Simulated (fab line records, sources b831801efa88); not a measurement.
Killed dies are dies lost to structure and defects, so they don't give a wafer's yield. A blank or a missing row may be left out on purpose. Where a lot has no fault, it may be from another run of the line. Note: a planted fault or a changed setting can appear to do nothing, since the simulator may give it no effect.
Chamber matching | flow gf180mcu | pecvd-04 running GF_CONTACT_CVD_02: 3 sister chambers
The step deposits SiO2 from TEOS, target thk 860 nm, time 95.992 s. 3 wafers are shown with their chamber, then 7 later ones without.

== WAFERS WITH THEIR CHAMBER ==
wafer  | chamber | heater-power-w (W)
L660.5 | 0       | 397
L669.2 | 1       | 655
L669.5 | 2       | 733

== WAFERS WITH NO CHAMBER GIVEN ==
wafer  | heater-power-w (W)
L669.6 | 471
L672.1 | 609
L672.4 | 690
L672.6 | 519
L673.2 | 622
L673.4 | 485
L673.6 | 692

== WHICH CHAMBER EACH ONE RAN IN ==
wafer  | from the rows above          | in truth
L669.6 | can't be placed: 0 or 1      | 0
L672.1 | can't be placed: 1 or 2      | 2
L672.4 | can't be placed: 1 or 2      | 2
L672.6 | can't be placed: 0 or 1 or 2 | 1
L673.2 | can't be placed: 1 or 2      | 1
L673.4 | can't be placed: 0 or 1      | 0
L673.6 | can't be placed: 1 or 2      | 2
Correctly placed: 0 of 7. From these rows, 7 cannot be placed; in 7 the true chamber is one of the candidates. Wrongly placed: 0.
How it was worked out, from the rows above alone: a wafer's distance from a chamber is the root of the sum, over the readings, of the square of ((its reading less the chamber's mean) divided by the reading's scatter). The wafer belongs to the nearest chamber; if the next one is less than 2 further off, it can't be placed. For every chamber, the mean is computed from those of its wafers that are shown. The scatter (one wafer shown for each chamber): square how far every hidden wafer sits from the nearest shown wafer, average those squares and take the square root.
